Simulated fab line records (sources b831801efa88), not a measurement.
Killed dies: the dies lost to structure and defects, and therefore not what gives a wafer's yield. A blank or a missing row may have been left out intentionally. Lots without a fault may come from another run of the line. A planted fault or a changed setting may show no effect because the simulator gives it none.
A lot that was struck, set against a sound lot ; flow sky130 ; 15 steps out of a route of 708
Sound: wafers L500.1, L500.2, L500.4. Wafers L508.3, L508.4, L508.5 were the ones struck. Last of all comes the cause.
For every step that has rows: the tool of each side, followed by ch and its chambers, followed by its first start. Under that, the readings that differ: sound wafers ; struck wafers ; difference of the means ; sigmas: that difference in standard deviations of wafers without a fault.
alike: words and numbers the same on both sides, and readings whose means are apart by under 2 such deviations; not compared: readings that were withheld, readings missing a value for some wafer, numbers with overlapping values and no deviation given by the record, and bounds like >300 which may hide the same value.
A row with sigmas, a row that says differs or no value, or rows on one side alone: a step with any of these is where the two part. Numbers that have no deviation but don't overlap get no sigmas and don't part them. A reading that every wafer of one side lacks parts them only if that side has two wafers or more.

first, 1 step without rows for these wafers: SKY_POLY_GATE_OXIDATION_20 (stabilise 600 s, purge 300 s, target thk 4 nm).
SKY_POLY_GATE_THK_MEAS_21:
  sound: film-metro-04 at day 19 22:59; struck: film-metro-03 at day 22 22:11
  alike: POLY_GATE_OXIDATION_THK
SKY_POLY_GATE_CD_MEAS_22:
  sound: cd-sem-02 at day 19 23:03; struck: cd-sem-01 at day 22 22:17
  alike: cd-nm
then, 7 steps without rows for these wafers: SKY_LDD_N_DEHYDRATE_00 (time 60 s); SKY_LDD_N_HMDS_01 (prime time 60 s); SKY_LDD_N_COAT_02 (resist thk 300 nm); SKY_LDD_N_SOFTBAKE_03 (time 60 s); SKY_LDD_N_EXPOSE_04 (exposes mask NTM, target cd 840 nm); SKY_LDD_N_PEB_05; SKY_LDD_N_DEVELOP_06 (develop time 60 s).
SKY_LDD_N_OVL_MEAS_07:
  sound: overlay-01 at day 21 06:17; struck: overlay-02 at day 24 04:41
  alike: LDD_N_OVL
next, for these wafers, 1 step has no rows: SKY_LDD_N_IMPLANT_08.
SKY_LDD_N_IMPLANT_09:
  sound on implanter-03 ch 0, day 21 06:28; struck on implanter-03 ch 0, day 24 04:55
reading;sound;struck;difference;sigmas
dose-ions-cm2;7.51e+13 7.517e+13 7.493e+13;6.671e+13 6.665e+13 6.666e+13;-8.393e+12;-99 or more
faraday-current-uA;420 417 423;386 370 370;-45;-5
next, for these wafers, 1 step has no rows: SKY_LDD_N_IMPLANT_10.
-- record jumps: 26 days separate the struck wafers' starts on either side; left off in module LDD_N, taken up again in module PAD_OPEN, whose first shown step is the route's number 708 --
SKY_PAD_OPEN_PROBE_99:
  sound: prober-01 at day 48 00:13; struck: prober-01 at day 49 21:57
reading;sound;struck;difference;sigmas
model.etest.tip-n.rs-ohm-sq;440.8 440.8 439.9;453.2 452.5 450.9;+11.7;
  alike: killed_at_M0_to_M3, killed_at_M4_up, killed-at-contacts, killed-at-front-end, killed-at-other, killed-dies, killed-open, killed-short

## WHERE THEY PART
Only at SKY_LDD_N_IMPLANT_09, as far as this record shows. Later steps at which nothing parts them and some readings are alike: SKY_PAD_OPEN_PROBE_99.

WHY: what the simulator had put in
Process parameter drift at SKY_LDD_N_IMPLANT_09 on implanter-03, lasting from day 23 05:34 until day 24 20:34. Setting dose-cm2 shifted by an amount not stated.
